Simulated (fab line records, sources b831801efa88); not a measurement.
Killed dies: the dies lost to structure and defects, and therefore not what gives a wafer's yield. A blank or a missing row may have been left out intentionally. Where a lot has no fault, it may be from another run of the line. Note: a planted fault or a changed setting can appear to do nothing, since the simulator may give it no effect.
fab line records	flow sky130
record lots=7	wafers=21	last_day=49
route steps=708 shown VIA1@471 METAL2@483 PAD_OPEN@708
lots that met no fault: taken from a fault-free run of the same line
start_h: hours from the record's first day to the start of the lot's first wafer shown	wait_h: hours elapsed since this lot's preceding step	" repeats the value in the row above	L1.1+2: a row that stands for several wafers	- no value present, or no start provided	* or withheld: withheld	< > ~ a bound
route shown NAME@n: NAME is a module with steps in the file, n the number in the route of the first one	usual: average and standard deviation across the fault-free wafers	same: alike in all rows	chamber/n: place in a boat	sites: readings site by site	_std_site: the values' standard deviation	_edge_site: inner sites' mean taken away from outer sites' mean	radius_mm: how far each site lies from the wafer's centre	mask NAME#n: copy n	behind: tool/chamber where the wafer was last shaped	hold: the reason the lot was held/the length of the hold in hours/how it ended	device: the n, p or np transistor that did not switch	end of line: tests of these same wafers at the route's end	where a step has no rows: the recipe by itself	killed: at the first sort, the dies lost to defects and structure; wafer yield is something else	map: the dies of a wafer, with x for killed, . for not killed, _ for no die there
set.NAME: the run value of the setting; set.NAME@STEP: its run value at that earlier step	model.NAME: the simulator's own value behind a step, which no gauge read
lots at some steps of the route; a table a step, a row a wafer
services: a tool's chamber out of use, with start hour (start_h, from the record's first day; less than 0 if before it), hours out, and reason
## steps
# step SKY_VIA1_OVL_MEAS_13
# usual VIA1_OVL=-1/5.8
lot.wafer	tool	chamber	start_h	wait_h	VIA1_OVL[nm]
L281.1	overlay-02	-	815.79	0.1	13
L281.4	"	-	"	"	11
L281.5	"	-	"	"	17
L282.2	overlay-01	-	828.40	0.1	6
L282.5	"	-	"	"	-3
L282.6	"	-	"	"	-3
L284.1	overlay-02	-	833.39	0.1	-1
L284.2	"	-	"	"	-9
L284.5	"	-	"	"	-9
L292.2	overlay-01	-	898.36	0.1	1
L292.5	"	-	"	"	6
L292.6	"	-	"	"	-6
L293.3	overlay-01	-	907.01	0.1	-1
L293.4	"	-	"	"	-7
L293.5	"	-	"	"	4
L291.1	overlay-01	-	914.25	0.1	1
L291.3	"	-	"	"	1
L291.6	"	-	"	"	-3
L295.1	overlay-02	-	916.39	0.1	1
L295.3	"	-	"	"	-7
L295.4	"	-	"	"	-6
# step SKY_VIA1_ETCH_14
# recipe chemistry=N2/H2	target=BARC	ion_energy_ev=200	source_w=500	bias_w=100	pressure_mtorr=30	n2_flow_sccm=100	h2_flow_sccm=200	stop_on=SiO2	time_s=45.9	target_depth_a=600
# step SKY_VIA1_ETCH_15
# recipe target=SiO2	chemistry=C4F8/O2/Ar	target_depth_nm=351	stop_on=TiN	mask_material=KrF-thick	source_w=1500	bias_w=1200	pressure_mtorr=40	c4f8_flow_sccm=withheld	O2_flow_sccm=6	Ar_flow_sccm=300	time_s=54
# usual oes_product_au=0.982/0.0052
lot.wafer	tool	chamber	start_h	wait_h	oes_product_au	rf_hours_counter_h
L281.1	rie_diel-03	1	815.87	0.0	0.982	7
L281.4	"	2	"	"	0.982	7
L281.5	"	1	"	"	0.973	-
L282.2	rie_diel-01	3	828.47	0.0	0.987	6
L282.5	"	1	"	"	0.985	-
L282.6	"	2	"	"	0.994	-
L284.1	rie_diel-02	0	833.47	0.0	0.986	17
L284.2	"	1	"	"	0.976	3
L284.5	"	3	"	"	0.975	-
L292.2	rie_diel-02	1	898.43	0.0	0.973	5
L292.5	"	0	"	"	0.982	-
L292.6	"	2	"	"	0.975	-
L293.3	rie_diel-01	1	907.08	0.0	0.980	14
L293.4	"	3	"	"	0.985	9
L293.5	"	2	"	"	0.980	-
L291.1	rie_diel-03	0	914.33	0.0	0.979	22
L291.3	"	3	"	"	0.980	20
L291.6	"	3	"	"	0.973	-
L295.1	rie_diel-03	0	916.47	0.0	0.978	22
L295.3	"	3	"	"	0.982	20
L295.4	"	2	"	"	0.982	10
# step SKY_VIA1_STRIP_16
# recipe chemistry=O2/N2	power_w=1400	pressure_mtorr=1500	platen_temp_c=withheld	o2_flow_sccm=3000	n2_flow_sccm=300	overash_fraction=0.5
# usual drypump_motor_current_A=5.83/0.097	oes_product_au=0.416/0.0042	strip_time_to_endpoint_s=4.457/0.02
lot.wafer	tool	chamber	start_h	wait_h	drypump_motor_current_A	oes_product_au	rf_hours_counter_h	strip_time_to_endpoint_s
L281.1	plasma_asher-02	0	815.92	0.0	5.69	0.413	71	4.444
L281.4	"	1	"	"	5.79	0.410	-	4.415
L281.5	"	1	"	"	5.80	0.413	-	4.445
L282.2	plasma_asher-02	0	828.52	0.0	5.74	0.422	73	4.440
L282.5	"	0	"	"	5.72	0.411	-	4.462
L282.6	"	1	"	"	5.79	0.412	-	4.454
L284.1	plasma_asher-04	1	833.51	0.0	5.98	0.421	42	4.455
L284.2	"	0	"	"	5.82	0.419	42	4.469
L284.5	"	0	"	"	5.79	0.413	-	4.465
L292.2	plasma_asher-02	0	898.47	0.0	5.71	0.408	80	4.447
L292.5	"	1	"	"	5.80	0.421	-	4.424
L292.6	"	0	"	"	5.71	0.416	-	4.437
L293.3	plasma_asher-02	1	907.16	0.1	5.81	0.416	-	4.464
L293.4	"	0	"	"	5.74	0.412	-	4.437
L293.5	"	1	"	"	5.79	0.415	-	4.442
L291.1	plasma_asher-04	1	914.37	0.0	6.02	0.413	49	4.447
L291.3	"	0	"	"	5.78	0.413	-	4.430
L291.6	"	0	"	"	5.74	0.420	-	4.452
L295.1	plasma_asher-02	1	916.52	0.0	5.78	0.414	82	4.422
L295.3	"	0	"	"	5.71	0.412	-	4.468
L295.4	"	1	"	"	5.77	0.419	-	4.467
# step SKY_VIA1_STRIP_17
# recipe chemistry=post_etch_residue_remover	time_s=1200	temp_c=72.5
# step SKY_VIA1_CLEAN_18
# recipe chemistry=IPA	time_s=180	temp_c=25
# step SKY_VIA1_CLEAN_19
# recipe chemistry=O3/DIW	dry=n2_spin
# step SKY_VIA1_SPUTTER_20
# recipe material=TiN	target_thk_nm=20	chamber_pressure_pa=5	power_w=4000	time_s=80
# step SKY_VIA1_CVD_21
# recipe material=W	target_thk_nm=270	time_s=80.902	temp_c=400	pressure_torr=40
# usual heater_power_w=876/25
lot.wafer	tool	chamber	start_h	wait_h	heater_power_w
L281.1	cvd_w-02	0	816.57	0.0	964
L281.4	"	0	"	"	927
L281.5	"	0	"	"	931
L282.2	cvd_w-02	0	829.17	0.0	938
L282.5	"	0	"	"	915
L282.6	"	1	"	"	878
L284.1	cvd_w-01	1	834.20	0.0	865
L284.2	"	0	"	"	869
L284.5	"	0	"	"	862
L292.2	cvd_w-01	1	899.13	0.0	866
L292.5	"	0	"	"	871
L292.6	"	1	"	"	876
L293.3	cvd_w-01	0	907.82	0.1	848
L293.4	"	1	"	"	861
L293.5	"	1	"	"	894
L291.1	cvd_w-01	1	915.04	0.0	871
L291.3	"	0	"	"	889
L291.6	"	1	"	"	867
L295.1	cvd_w-01	0	917.21	0.0	880
L295.3	"	1	"	"	874
L295.4	"	0	"	"	871
# step SKY_VIA1_RS_MEAS_22
# recipe thk_meas_gauge=four-point-probe	reads=W_of_VIA1_CVD_21+TiN_of_VIA1_SPUTTER_20
# usual VIA1_W_RS=0.421/0.0069
lot.wafer	tool	chamber	start_h	wait_h	VIA1_W_RS[ohm/sq]
L281.1	film_metro-04	-	816.66	0.1	0.409
L281.4	"	-	"	"	0.408
L281.5	"	-	"	"	0.407
L282.2	film_metro-03	-	829.28	0.1	0.406
L282.5	"	-	"	"	0.407
L282.6	"	-	"	"	0.424
L284.1	film_metro-02	-	834.30	0.1	0.427
L284.2	"	-	"	"	0.430
L284.5	"	-	"	"	0.428
L292.2	film_metro-02	-	899.24	0.1	0.418
L292.5	"	-	"	"	0.428
L292.6	"	-	"	"	0.421
L293.3	film_metro-02	-	907.92	0.1	0.427
L293.4	"	-	"	"	0.425
L293.5	"	-	"	"	0.429
L291.1	film_metro-04	-	915.13	0.1	0.427
L291.3	"	-	"	"	0.424
L291.6	"	-	"	"	0.426
L295.1	film_metro-02	-	917.30	0.1	0.420
L295.3	"	-	"	"	0.423
L295.4	"	-	"	"	0.419
# step SKY_VIA1_THK_MEAS_23
# recipe thk_meas_gauge=xrf	reads=W_of_VIA1_CVD_21
# usual VIA1_W_THK=270/4.8
lot.wafer	tool	chamber	start_h	wait_h	VIA1_W_THK[nm]
L281.1	film_metro-04	-	816.78	0.1	277
L281.4	"	-	"	"	276
L281.5	"	-	"	"	277
L282.2	film_metro-03	-	829.39	0.1	280
L282.5	"	-	"	"	278
L282.6	"	-	"	"	267
L284.1	film_metro-02	-	834.42	0.1	266
L284.2	"	-	"	"	265
L284.5	"	-	"	"	266
L292.2	film_metro-02	-	899.35	0.1	276
L292.5	"	-	"	"	272
L292.6	"	-	"	"	275
L293.3	film_metro-02	-	908.02	0.1	270
L293.4	"	-	"	"	274
L293.5	"	-	"	"	270
L291.1	film_metro-04	-	915.25	0.1	264
L291.3	"	-	"	"	265
L291.6	"	-	"	"	264
L295.1	film_metro-02	-	917.42	0.1	271
L295.3	"	-	"	"	270
L295.4	"	-	"	"	274
# step SKY_VIA1_CMP_24
# recipe stop_on=SiO2	t_overpolish_s=15	down_force_psi=3.5	platen_rpm=60	target_thk_nm=0	pad_velocity_m_s=0.94248
# usual motor_current_A=10.9/1.6	overpolish_run_s=15.001/0.0088	time_to_endpoint_s=64.3/2.9
lot.wafer	tool	chamber	start_h	wait_h	motor_current_A	overpolish_run_s	time_to_endpoint_s
L281.1	cmp-02	0	816.89	0.1	11.1	15.002	63.0
L281.4	"	1	"	"	12.2	14.994	62.3
L281.5	"	0	"	"	10.5	14.999	65.1
L282.2	cmp-01	0	829.49	0.1	9.1	15.002	66.9
L282.6	"	3	"	"	8.4	14.997	62.4
L282.5	"	0	"	"	8.5	15.011	66.8
L284.1	cmp-02	1	834.48	0.1	12.2	15.005	61.2
L284.2	"	3	"	"	12.1	15.003	63.6
L284.5	"	2	"	"	12.1	14.999	65.3
L292.2	cmp-02	3	899.45	0.1	12.8	15.004	66.2
L292.6	"	2	"	"	12.3	14.998	64.3
L292.5	"	3	"	"	13.1	14.998	64.9
L293.3	cmp-01	3	908.06	0.0	8.4	14.997	62.4
L293.4	"	2	"	"	12.5	15.007	61.4
L293.5	"	0	"	"	8.8	15.003	58.9
L291.1	cmp-02	0	915.31	0.1	10.7	14.996	64.8
L291.3	"	1	"	"	11.8	15.001	61.7
L291.6	"	1	"	"	12.4	15.012	60.8
L295.3	cmp-02	2	917.53	0.1	12.8	15.002	68.0
L295.1	"	3	"	"	12.9	14.990	67.4
L295.4	"	0	"	"	11.1	14.996	69.1
# step SKY_METAL2_SPUTTER_00
# recipe material=Ti	target_thk_nm=15	power_w=3000	time_s=10	chamber_pressure_pa=0.4
# usual cathode_dc_power_W=3000.0/0.54	chamber_pressure_pa=0.3999/0.00075	throttle_valve_pct=30.0/0.93
lot.wafer	tool	chamber	start_h	wait_h	cathode_dc_power_W	chamber_pressure_pa	throttle_valve_pct
L281.1	pvd_sputter-02	-	817.14	0.2	-	-	-
L281.4	"	-	"	"	-	-	-
L281.5	"	-	"	"	-	-	-
L282.2	pvd_sputter-02	-	829.74	0.2	-	-	-
L282.5	"	-	"	"	-	-	-
L282.6	"	-	"	"	-	-	-
L284.1	pvd_sputter-02	-	834.78	0.2	-	-	-
L284.2	"	-	"	"	-	-	-
L284.5	"	-	"	"	-	-	-
L292.2	pvd_sputter-02	-	899.70	0.2	3000.2	0.3996	30.2
L292.5	"	-	"	"	2999.6	0.3995	30.5
L292.6	"	-	"	"	3000.5	0.3992	30.1
L293.3	pvd_sputter-03	-	908.38	0.3	2999.9	0.4012	30.9
L293.4	"	-	"	"	3000.1	0.3987	29.0
L293.5	"	-	"	"	3001.3	0.3994	29.0
L291.1	pvd_sputter-02	-	915.61	0.2	2998.9	0.3989	28.4
L291.3	"	-	"	"	2999.8	0.3992	30.4
L291.6	"	-	"	"	2999.4	0.3995	28.3
L295.1	pvd_sputter-02	-	917.78	0.1	3000.0	0.4003	28.2
L295.3	"	-	"	"	2999.9	0.4006	31.0
L295.4	"	-	"	"	3000.0	0.4018	30.1
# step SKY_METAL2_SPUTTER_01
# recipe material=TiN	target_thk_nm=20	power_w=6500	time_s=16.7	chamber_pressure_pa=0.4
# step SKY_METAL2_SPUTTER_02
# recipe material=AlCu	target_thk_nm=250	power_w=10600	time_s=13.3	chamber_pressure_pa=0.4
# step SKY_METAL2_SPUTTER_03
# recipe material=Ti	target_thk_nm=5	power_w=3000	time_s=3.3	chamber_pressure_pa=0.4
# usual cathode_dc_power_W=3000.0/0.52	chamber_pressure_pa=0.4000/0.00076	throttle_valve_pct=30.0/0.95
lot.wafer	tool	chamber	start_h	wait_h	cathode_dc_power_W	chamber_pressure_pa	throttle_valve_pct
L281.1	pvd_sputter-02	-	817.21	0.0	3000.4	0.4006	30.2
L281.4	"	-	"	"	3000.0	0.4010	30.3
L281.5	"	-	"	"	2999.4	0.4019	30.4
L282.2	pvd_sputter-02	-	829.81	0.0	3000.6	0.3999	28.3
L282.5	"	-	"	"	3000.4	0.4005	30.3
L282.6	"	-	"	"	3001.0	0.4009	28.4
L284.1	pvd_sputter-02	-	834.85	0.0	3000.4	0.4000	30.2
L284.2	"	-	"	"	3000.1	0.3999	31.2
L284.5	"	-	"	"	2999.4	0.4006	31.2
L292.2	pvd_sputter-02	-	899.78	0.0	2999.9	0.4005	30.6
L292.5	"	-	"	"	3000.0	0.4013	30.5
L292.6	"	-	"	"	2999.8	0.3993	29.9
L293.3	pvd_sputter-03	-	908.45	0.0	3000.8	0.4008	30.8
L293.4	"	-	"	"	2999.3	0.3987	29.2
L293.5	"	-	"	"	3000.0	0.3996	28.8
L291.1	pvd_sputter-02	-	915.68	0.0	2999.7	0.3996	28.2
L291.3	"	-	"	"	3000.3	0.3985	30.3
L291.6	"	-	"	"	3000.4	0.3999	28.3
L295.1	pvd_sputter-02	-	917.85	0.0	2999.9	0.4009	28.1
L295.3	"	-	"	"	2999.5	0.4020	31.1
L295.4	"	-	"	"	3000.5	0.3996	30.3
# step SKY_METAL2_SPUTTER_04
# recipe material=TiN	target_thk_nm=70	power_w=6500	time_s=58.3	chamber_pressure_pa=0.4
# step SKY_METAL2_RS_MEAS_05
# recipe thk_meas_gauge=four-point-probe	reads=TiN_of_METAL2_SPUTTER_04+Ti_of_METAL2_SPUTTER_03+AlCu_of_METAL2_SPUTTER_02+TiN_of_METAL2_SPUTTER_01+Ti_of_METAL2_SPUTTER_00
# usual METAL2_ALCU_RS=0.1262/0.0014
lot.wafer	tool	chamber	start_h	wait_h	hold	METAL2_ALCU_RS[ohm/sq]
L281.1	film_metro-01	-	817.28	0.0	await_dispo/0.2h/release	0.1252
L281.4	"	-	"	"	await_dispo/0.2h/release	0.1253
L281.5	"	-	"	"	await_dispo/0.2h/release	0.1251
L281.1	film_metro-01	-	817.57	0.3	-	0.1253
L281.4	"	-	"	"	-	0.1255
L281.5	"	-	"	"	-	0.1247
L282.2	film_metro-03	-	829.90	0.0	await_dispo/0.2h/release	0.1255
L282.5	"	-	"	"	await_dispo/0.2h/release	0.1251
L282.6	"	-	"	"	await_dispo/0.2h/release	0.1260
L282.2	film_metro-03	-	830.39	0.5	-	0.1253
L282.5	"	-	"	"	-	0.1249
L282.6	"	-	"	"	-	0.1262
L284.1	film_metro-03	-	834.92	0.0	await_dispo/0.2h/release	0.1245
L284.2	"	-	"	"	await_dispo/0.2h/release	0.1251
L284.5	"	-	"	"	await_dispo/0.2h/release	0.1261
L284.1	film_metro-03	-	835.20	0.3	-	0.1240
L284.2	"	-	"	"	-	0.1252
L284.5	"	-	"	"	-	0.1263
L292.2	film_metro-03	-	899.86	0.0	-	0.1248
L292.5	"	-	"	"	-	0.1248
L292.6	"	-	"	"	-	0.1244
L293.3	film_metro-03	-	908.56	0.1	-	0.1262
L293.4	"	-	"	"	-	0.1253
L293.5	"	-	"	"	-	0.1251
L291.1	film_metro-01	-	915.75	0.0	-	0.1284
L291.3	"	-	"	"	-	0.1270
L291.6	"	-	"	"	-	0.1283
L295.1	film_metro-01	-	917.92	0.0	-	0.1270
L295.3	"	-	"	"	-	0.1262
L295.4	"	-	"	"	-	0.1266
# step SKY_METAL2_THK_MEAS_06
# recipe thk_meas_gauge=xrf	reads=AlCu_of_METAL2_SPUTTER_02
# usual METAL2_ALCU_THK=254/3.2
lot.wafer	tool	chamber	start_h	wait_h	hold	METAL2_ALCU_THK[nm]
L281.1	film_metro-01	-	820.84	3.3	await_dispo/3.2h/release	257
L281.4	"	-	"	"	await_dispo/3.2h/release	257
L281.5	"	-	"	"	await_dispo/3.2h/release	258
L282.2	film_metro-03	-	832.67	2.3	await_dispo/2.2h/release	257
L282.5	"	-	"	"	await_dispo/2.2h/release	255
L282.6	"	-	"	"	await_dispo/2.2h/release	255
L284.1	film_metro-03	-	838.96	3.7	await_dispo/3.6h/release	259
L284.2	"	-	"	"	await_dispo/3.6h/release	256
L284.5	"	-	"	"	await_dispo/3.6h/release	254
L292.2	film_metro-03	-	899.97	0.1	-	258
L292.5	"	-	"	"	-	258
L292.6	"	-	"	"	-	258
L293.3	film_metro-03	-	908.66	0.1	-	255
L293.4	"	-	"	"	-	256
L293.5	"	-	"	"	-	257
L291.1	film_metro-01	-	915.87	0.1	-	250
L291.3	"	-	"	"	-	252
L291.6	"	-	"	"	-	250
L295.1	film_metro-01	-	918.04	0.1	-	252
L295.3	"	-	"	"	-	255
L295.4	"	-	"	"	-	254
# step SKY_PAD_OPEN_PROBE_99
# usual defect_limited_yield=82.4/2.2	killed_at_M0_to_M3=44/7.7	killed_at_M4_up=3.2/1.7	killed_at_contacts=24/5.3	killed_at_front_end=15/4.3	killed_at_other=0.3/0.57	killed_dies=87/11	killed_open=47/7.4	killed_short=40/6.5	sort_bin_3_pad_short=0.8/0.4	sort_bin_5_function=10.5/1.6	sort_bin_6_memory=6.3/1.2	sort_n_pass=405/11	sort_yield_pct=82.4/2.2
# same gross_dies=492	killed_at_back_side=0	sort_bin_4_leakage[%]=0	sort_bin_8_speed[%]=0
lot.wafer	tool	chamber	start_h	wait_h	defect_limited_yield[%]	killed_at_M0_to_M3	killed_at_M4_up	killed_at_contacts	killed_at_front_end	killed_at_other	killed_dies	killed_open	killed_short	sort_bin_3_pad_short[%]	sort_bin_5_function[%]	sort_bin_6_memory[%]	sort_n_pass	sort_yield_pct[%]	model.etest.via1_chain.rc_ohm
L281.1	prober-01	-	1091.20	0.1	77.4	50	1	38	22	0	111	57	54	0.8	14.2	7.5	381	77.4	18.62
L281.4	prober-01	-	1091.35	0.2	82.3	42	2	30	13	0	87	42	45	1.4	10.2	6.1	405	82.3	17.99
L281.5	prober-01	-	1091.40	0.2	80.5	52	6	22	16	0	96	56	40	0.6	11.0	7.9	396	80.5	18.42
L282.2	prober-02	-	1102.65	0.1	81.5	50	5	23	13	0	91	50	41	0.6	11.8	6.1	401	81.5	18
L282.5	prober-02	-	1102.80	0.2	81.5	49	3	25	14	0	91	46	45	0.4	13.0	5.1	401	81.5	19.09
L282.6	prober-02	-	1102.85	0.2	86.6	37	3	19	7	0	66	34	32	0.4	8.3	4.7	426	86.6	17.87
L284.1	prober-01	-	1107.49	0.1	83.7	36	2	29	13	0	80	47	33	0.8	9.1	6.3	412	83.7	18.21
L284.2	prober-01	-	1107.54	0.1	85.8	27	5	23	15	0	70	35	35	1.0	8.3	4.9	422	85.8	18.49
L284.5	prober-01	-	1107.69	0.2	84.8	39	3	17	16	0	75	49	26	0.4	9.3	5.5	417	84.8	19.92
L292.2	prober-01	-	1155.81	0.1	83.9	38	4	19	17	1	79	46	32	1.0	9.8	5.3	413	83.9	16.75
L292.5	prober-01	-	1155.96	0.2	81.9	44	4	22	17	2	89	46	42	0.6	13.0	4.5	403	81.9	15.79
L292.6	prober-01	-	1156.01	0.2	79.7	48	2	26	23	1	100	50	50	0.6	11.8	7.9	392	79.7	15.82
L293.3	prober-02	-	1162.39	0.2	84.8	33	3	23	16	0	75	41	33	0.2	8.9	6.1	417	84.8	15.77
L293.4	prober-02	-	1162.44	0.2	82.5	35	5	26	20	0	86	50	36	0.8	11.0	5.7	406	82.5	15.14
L293.5	prober-02	-	1162.49	0.2	82.5	44	4	23	15	0	86	52	34	0.8	11.4	5.3	406	82.5	15.37
L291.1	prober-02	-	1167.89	0.1	83.5	41	2	26	12	0	81	45	36	0.6	10.8	5.1	411	83.5	16.19
L291.3	prober-02	-	1167.99	0.2	83.3	41	1	20	19	1	82	43	39	1.2	9.3	6.1	410	83.3	16.71
L291.6	prober-02	-	1168.14	0.2	83.5	42	1	22	14	2	81	49	32	0.6	10.4	5.5	411	83.5	16.39
L295.1	prober-01	-	1169.55	0.1	79.5	50	4	33	14	0	101	57	44	1.0	12.4	7.1	391	79.5	16.5
L295.3	prober-01	-	1169.65	0.2	81.9	53	5	18	12	1	89	46	42	1.0	10.4	6.7	403	81.9	16.5
L295.4	prober-01	-	1169.70	0.2	82.9	45	2	22	15	0	84	49	35	1.4	9.8	5.9	408	82.9	15.97
# killed by level:class
L281.1 CONTACT:geometric_particle:open=14 CONTACT:geometric_particle:short=10 LI_CONTACT:geometric_particle:open=9 METAL1:geometric_particle:short=7 VIA1:geometric_particle:short=7 FIELD_ISO:geometric_particle:open=6 VIA3:geometric_particle:open=6 POLY_GATE:geometric_particle:open=5
L281.4 CONTACT:geometric_particle:open=9 VIA1:geometric_particle:open=9 METAL2:geometric_particle:short=8 LI_CONTACT:geometric_particle:open=7 CONTACT:geometric_particle:short=7 VIA1:geometric_particle:short=6 FIELD_ISO:geometric_particle:open=5 LI_CONTACT:geometric_particle:short=5
L281.5 VIA1:geometric_particle:open=13 FIELD_ISO:geometric_particle:open=9 VIA3:geometric_particle:open=8 CONTACT:geometric_particle:open=8 CONTACT:geometric_particle:short=6 VIA1:geometric_particle:short=6 VIA2:geometric_particle:open=5 METAL2:geometric_particle:short=5
L282.2 VIA1:geometric_particle:open=13 CONTACT:geometric_particle:open=12 VIA2:geometric_particle:open=8 VIA1:geometric_particle:short=7 METAL2:geometric_particle:short=6 FIELD_ISO:geometric_particle:short=5 VIA3:geometric_particle:short=5 FIELD_ISO:geometric_particle:open=4
L282.5 CONTACT:geometric_particle:open=15 VIA1:geometric_particle:open=10 VIA3:geometric_particle:open=9 FIELD_ISO:geometric_particle:short=6 METAL2:geometric_particle:short=6 LOCAL_INTERCONNECT:geometric_particle:short=5 VIA1:geometric_particle:short=5 VIA3:geometric_particle:short=5
L282.6 METAL2:geometric_particle:short=7 VIA2:geometric_particle:open=7 CONTACT:geometric_particle:open=6 VIA1:geometric_particle:open=5 LI_CONTACT:geometric_particle:open=4 LOCAL_INTERCONNECT:geometric_particle:short=4 VIA3:geometric_particle:open=4 POLY_GATE:geometric_particle:short=3
L284.1 CONTACT:geometric_particle:open=10 VIA1:geometric_particle:short=7 LI_CONTACT:geometric_particle:open=6 VIA3:geometric_particle:open=6 VIA1:geometric_particle:open=6 POLY_GATE:geometric_particle:open=5 CONTACT:geometric_particle:short=5 LI_CONTACT:geometric_particle:short=4
L284.2 CONTACT:geometric_particle:open=11 VIA1:geometric_particle:short=5 FIELD_ISO:geometric_particle:short=4 METAL1:geometric_particle:short=4 LOCAL_INTERCONNECT:geometric_particle:short=4 VIA1:geometric_particle:open=4 FIELD_ISO:geometric_particle:open=3 POLY_GATE:geometric_particle:open=3
L284.5 VIA1:geometric_particle:open=9 VIA3:geometric_particle:open=7 CONTACT:geometric_particle:open=6 LI_CONTACT:geometric_particle:open=6 POLY_GATE:geometric_particle:open=5 VIA2:geometric_particle:open=5 VIA3:geometric_particle:short=5 VIA1:geometric_particle:short=4
L292.2 CONTACT:geometric_particle:open=11 VIA1:geometric_particle:open=8 POLY_GATE:geometric_particle:open=7 METAL2:geometric_particle:short=7 VIA3:geometric_particle:open=5 FIELD_ISO:geometric_particle:open=4 METAL1:geometric_particle:short=4 VIA2:geometric_particle:open=4
L292.5 VIA1:geometric_particle:open=12 LI_CONTACT:geometric_particle:open=8 VIA3:geometric_particle:open=6 CONTACT:geometric_particle:open=6 FIELD_ISO:geometric_particle:short=5 FIELD_ISO:geometric_particle:open=4 POLY_GATE:geometric_particle:open=4 VIA2:geometric_particle:short=4
L292.6 VIA1:geometric_particle:open=15 CONTACT:geometric_particle:open=8 VIA1:geometric_particle:short=8 FIELD_ISO:geometric_particle:short=6 CONTACT:geometric_particle:short=5 POLY_GATE:geometric_particle:short=5 LI_CONTACT:geometric_particle:short=5 METAL1:geometric_particle:short=5
L293.3 VIA3:geometric_particle:open=7 CONTACT:geometric_particle:open=7 CONTACT:geometric_particle:short=7 VIA1:geometric_particle:open=6 FIELD_ISO:geometric_particle:open=5 LI_CONTACT:geometric_particle:open=5 VIA2:geometric_particle:open=5 FIELD_ISO:geometric_particle:short=4
L293.4 CONTACT:geometric_particle:open=10 LI_CONTACT:geometric_particle:open=8 VIA3:geometric_particle:open=7 VIA1:geometric_particle:open=6 SPACER:geometric_particle:open=5 POLY_GATE:geometric_particle:short=4 METAL1:geometric_particle:short=4 METAL2:geometric_particle:short=4
L293.5 VIA1:geometric_particle:open=12 CONTACT:geometric_particle:open=11 VIA3:geometric_particle:open=8 LI_CONTACT:geometric_particle:open=6 METAL2:geometric_particle:short=5 LI_CONTACT:geometric_particle:short=4 METAL1:geometric_particle:short=4 VIA1:geometric_particle:short=4
L291.1 VIA1:geometric_particle:open=12 CONTACT:geometric_particle:open=7 CONTACT:geometric_particle:short=7 METAL2:geometric_particle:short=5 FIELD_ISO:geometric_particle:open=4 POLY_GATE:geometric_particle:open=4 LI_CONTACT:geometric_particle:open=4 LOCAL_INTERCONNECT:geometric_particle:short=4
L291.3 VIA1:geometric_particle:open=10 VIA2:geometric_particle:open=8 LI_CONTACT:geometric_particle:open=6 CONTACT:geometric_particle:open=6 POLY_GATE:geometric_particle:short=5 CONTACT:geometric_particle:short=5 VIA3:geometric_particle:open=5 FIELD_ISO:geometric_particle:short=4
L291.6 VIA1:geometric_particle:open=11 LI_CONTACT:geometric_particle:open=9 VIA2:geometric_particle:open=9 CONTACT:geometric_particle:open=8 FIELD_ISO:geometric_particle:open=5 VIA1:geometric_particle:short=5 FIELD_ISO:geometric_particle:short=4 METAL1:geometric_particle:short=3
L295.1 VIA1:geometric_particle:open=15 LI_CONTACT:geometric_particle:open=12 CONTACT:geometric_particle:open=10 METAL1:geometric_particle:short=9 VIA2:geometric_particle:open=6 FIELD_ISO:geometric_particle:short=4 POLY_GATE:geometric_particle:open=4 VIA1:geometric_particle:short=4
L295.3 VIA1:geometric_particle:open=15 CONTACT:geometric_particle:short=8 VIA2:geometric_particle:open=7 VIA3:geometric_particle:open=6 METAL1:geometric_particle:short=6 LI_CONTACT:geometric_particle:open=5 METAL2:geometric_particle:short=5 FIELD_ISO:geometric_particle:short=4
L295.4 LI_CONTACT:geometric_particle:open=12 VIA1:geometric_particle:open=11 VIA2:geometric_particle:open=6 CONTACT:geometric_particle:open=5 METAL2:geometric_particle:short=5 FIELD_ISO:geometric_particle:short=4 FIELD_ISO:geometric_particle:open=4 VIA3:geometric_particle:short=4
## services
tool	chamber	start_h	hours	kind
cmp-02	-	797.60	1.1	repair
rie_diel-01	0	806.33	8.2	repair
cvd_w-01	-	808.44	0.9	repair
cmp-02	-	820.43	0.6	repair
cmp-01	-	823.54	1.1	repair
rie_diel-03	-	830.79	0.3	repair
cmp-02	-	832.52	1.5	repair
pvd_sputter-03	-	835.45	1.4	repair
cmp-02	-	843.39	15.6	pm
cvd_w-02	0	845.29	35.8	repair
cmp-01	-	859.08	4.2	pm
plasma_asher-04	-	862.59	1.2	repair
rie_diel-03	3	864.91	2.5	repair
rie_diel-02	3	869.99	31.2	repair
cmp-01	-	871.35	0.6	repair
cmp-02	-	886.09	8.3	pm
rie_diel-01	1	892.40	3.3	repair
plasma_asher-04	-	896.03	11.7	repair
rie_diel-03	1	899.09	13.5	repair
cvd_w-02	-	904.00	14.0	pm
cmp-01	-	911.32	1.0	repair
rie_diel-01	1	916.54	15.6	repair
plasma_asher-02	-	916.68	2.8	pm
cmp-01	-	916.91	4.0	pm
## key
first_sign step=SKY_METAL2_SPUTTER_00	reading=tool_record	direction=missing
effect step=SKY_METAL2_RS_MEAS_05	reading=visit	direction=added
model_effect step=SKY_PAD_OPEN_PROBE_99	value=etest.via1_chain.rc_ohm	without=16.76	struck=18.51
met_at SKY_METAL2_SPUTTER_00
struck_wafers L281.1,L281.4,L281.5,L282.2,L282.5,L282.6,L284.1,L284.2,L284.5
fault kind=skipped_step_whole	tool=pvd_sputter-02	chamber=-	onset_h=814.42	steps=SKY_METAL2_SPUTTER_00	scope=struck_lots_only
